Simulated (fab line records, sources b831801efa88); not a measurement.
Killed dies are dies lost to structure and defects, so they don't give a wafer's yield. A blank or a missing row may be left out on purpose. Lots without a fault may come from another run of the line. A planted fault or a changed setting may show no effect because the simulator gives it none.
Which tool did it? | flow sky130 | 13 lots, 39 wafers sampled, at 5 steps of a route of 708

WHAT THE GAUGES READ, wafer by wafer
SKY_LDD_HVN_OVL_MEAS_07. Usual: LDD_HVN_OVL 0.9 nm, standard deviation 1.3.
lot  | measured     | on         | LDD_HVN_OVL (nm) | flag
L178 | day 21 03:40 | overlay-02 | -1.2 -0.2 0.7    |
L179 | day 21 07:49 | overlay-01 | 2.0 2.7 2.2      |
L180 | day 21 22:22 | overlay-01 | 1.8 2.6 0.6      |
L181 | day 22 08:28 | overlay-01 | 0.8 -0.5 0.3     |
L182 | day 22 14:49 | overlay-02 | 1.1 0.0 -0.3     |
L183 | day 23 00:25 | overlay-01 | 0.8 2.4 1.5      |
L184 | day 23 07:59 | overlay-01 | 1.3 1.7 0.2      |
L194 | day 26 16:49 | overlay-02 | 1.6 2.2 -0.1     |
L197 | day 27 19:29 | overlay-02 | 1.5 2.9 1.5      |
L198 | day 27 23:10 | overlay-02 | 2.2 0.1 0.8      |
L199 | day 28 05:29 | overlay-01 | 1.9 1.7 3.1      |
L200 | day 28 19:16 | overlay-02 | 3.1 2.2 2.6      |
L201 | day 29 04:05 | overlay-02 | -2.3 -0.8 -1.0   |

SKY_LDD_HVN_TW_MEAS_10. Usual: LDD_HVN_TW 1435, standard deviation 8.6.
lot  | measured     | on            | LDD_HVN_TW     | flag
L178 | day 21 03:57 | film_metro-03 | 1437 1430 1439 |
L179 | day 21 08:13 | film_metro-01 | 1434 1443 1431 |
L180 | day 21 22:40 | film_metro-03 | 1437 1437 1441 |
L181 | day 22 08:46 | film_metro-03 | 1431 1434 1429 |
L182 | day 22 15:07 | film_metro-01 | 1443 1434 1436 |
L183 | day 23 00:41 | film_metro-03 | 1436 1430 1425 |
L184 | day 23 08:16 | film_metro-04 | 1445 1442 1455 |
L194 | day 26 17:05 | film_metro-03 | 1437 1435 1437 |
L197 | day 27 19:47 | film_metro-01 | 1433 1434 1427 |
L198 | day 27 23:26 | film_metro-04 | 1445 1437 1441 |
L199 | day 28 05:46 | film_metro-03 | 1434 1428 1430 |
L200 | day 28 19:32 | film_metro-01 | 1440 1437 1430 |
L201 | day 29 04:23 | film_metro-04 | 1461 1466 1450 |

SKY_LDD_LDN_TW_MEAS_13. Usual: LDD_LDN_TW 1473, standard deviation 12.
lot  | measured     | on            | LDD_LDN_TW     | flag
L178 | day 23 17:57 | film_metro-01 | 1474 1480 1480 |
L179 | day 23 22:10 | film_metro-02 | 1460 1465 1452 |
L180 | day 24 12:19 | film_metro-01 | 1482 1480 1479 |
L181 | day 24 21:56 | film_metro-01 | 1481 1484 1487 |
L182 | day 25 03:49 | film_metro-04 | 1492 1484 1487 |
L183 | day 25 12:27 | film_metro-04 | 1490 1481 1491 |
L184 | day 25 20:31 | film_metro-01 | 1480 1480 1480 |
L194 | day 29 03:20 | film_metro-02 | 1455 1470 1455 |
L197 | day 30 06:36 | film_metro-01 | 1474 1473 1468 |
L198 | day 30 08:56 | film_metro-02 | 1452 1466 1455 |
L199 | day 30 15:35 | film_metro-01 | 1477 1476 1472 |
L200 | day 31 04:48 | film_metro-02 | 1461 1457 1459 |
L201 | day 31 13:43 | film_metro-04 | 1489 1490 1484 |

SKY_SD_P_OVL_MEAS_08. Usual: SD_P_OVL 1.1 nm, standard deviation 1.3.
lot  | measured     | on         | SD_P_OVL (nm)     | flag
L178 | day 26 07:08 | overlay-01 | 2.5 0.7 1.7       |
L179 | day 26 12:28 | overlay-01 | 0.7 1.5 1.2       |
L180 | day 27 00:35 | overlay-01 | 2.1 0.4 1.4       |
L181 | day 27 11:17 | overlay-01 | 0.2 3.7 -0.4      |
L182 | day 27 17:27 | overlay-02 | 142.8 141.1 141.8 | OFF
L183 | day 28 00:59 | overlay-02 | 142.3 142.0 143.4 | OFF
L184 | day 28 09:30 | overlay-02 | 2.6 1.9 1.1       |
L194 | day 31 13:56 | overlay-01 | 0.9 1.2 0.2       |
L197 | day 32 15:56 | overlay-02 | -0.6 0.3 0.0      |
L198 | day 32 19:02 | overlay-01 | 0.0 2.3 1.5       |
L199 | day 33 01:10 | overlay-02 | 2.2 2.5 1.1       |
L200 | day 33 14:41 | overlay-01 | -3.0 0.7 0.8      |
L201 | day 33 23:01 | overlay-01 | 1.7 -1.4 2.2      |

WHICH TOOL RAN EACH LOT (tool, then ch and the chambers of the sampled wafers, then the start)
lot  | SKY_SD_P_EXPOSE_04
L178 | iline_stepper-01 ch 0, day 25 16:17
L179 | iline_stepper-02 ch 0, day 25 22:12
L180 | iline_stepper-01 ch 0, day 26 10:49
L181 | iline_stepper-02 ch 0, day 26 19:59
L182 | iline_stepper-02 ch 0, day 27 02:25
L183 | iline_stepper-02 ch 0, day 27 11:38
L184 | iline_stepper-01 ch 0, day 27 19:09
L194 | iline_stepper-01 ch 0, day 31 00:22
L197 | iline_stepper-01 ch 0, day 32 02:12
L198 | iline_stepper-01 ch 0, day 32 05:34
L199 | iline_stepper-01 ch 0, day 32 11:55
L200 | iline_stepper-01 ch 0, day 33 00:16
L201 | iline_stepper-01 ch 0, day 33 09:04
- SKY_SD_P_EXPOSE_04: exposes mask PSDM, target cd 380 nm.

WHAT THE TOOLS THEMSELVES READ (means of the sampled wafers that have a number; where no wafer has one, the mark that the record gives instead)
The record holds no such reading with a usual standard deviation.

THE ANSWER, worked out from the rows above alone
Rule: a lot is off if the mean of its wafers that have a number lies more than 3 standard deviations from the usual mean. A lot without any number at a reading at which 4 lots or more have one is off too. The other lots that the step has rows for count as sound. The gauges are gone through in route order, then the tools' own readings, and for those a lot's mean is taken as printed above. The first step at which some lot is off is used, and at that step the reading that is off furthest; a lot without a number counts as furthest.
Off: L182, L183, at SKY_SD_P_OVL_MEAS_08 (SD_P_OVL).
A tool fits if, at a process step before that reading, it ran every lot that is off, and no sound lot after the first of them. The gauges at SKY_SD_P_OVL_MEAS_08 are tried like those tools. One fits: iline_stepper-02 at SKY_SD_P_EXPOSE_04. Its last sound lot is L181 (day 26 19:59), its first lot that is off L182 (day 27 02:25): a fault that began between those two fits.

WHAT THE SIMULATOR HAD PUT IN
Scanner matching overlay: iline_stepper-02, from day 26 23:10 on, at SKY_SD_P_EXPOSE_04. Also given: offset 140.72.
Lots struck among those shown: L182, L183. The rule above found the same.
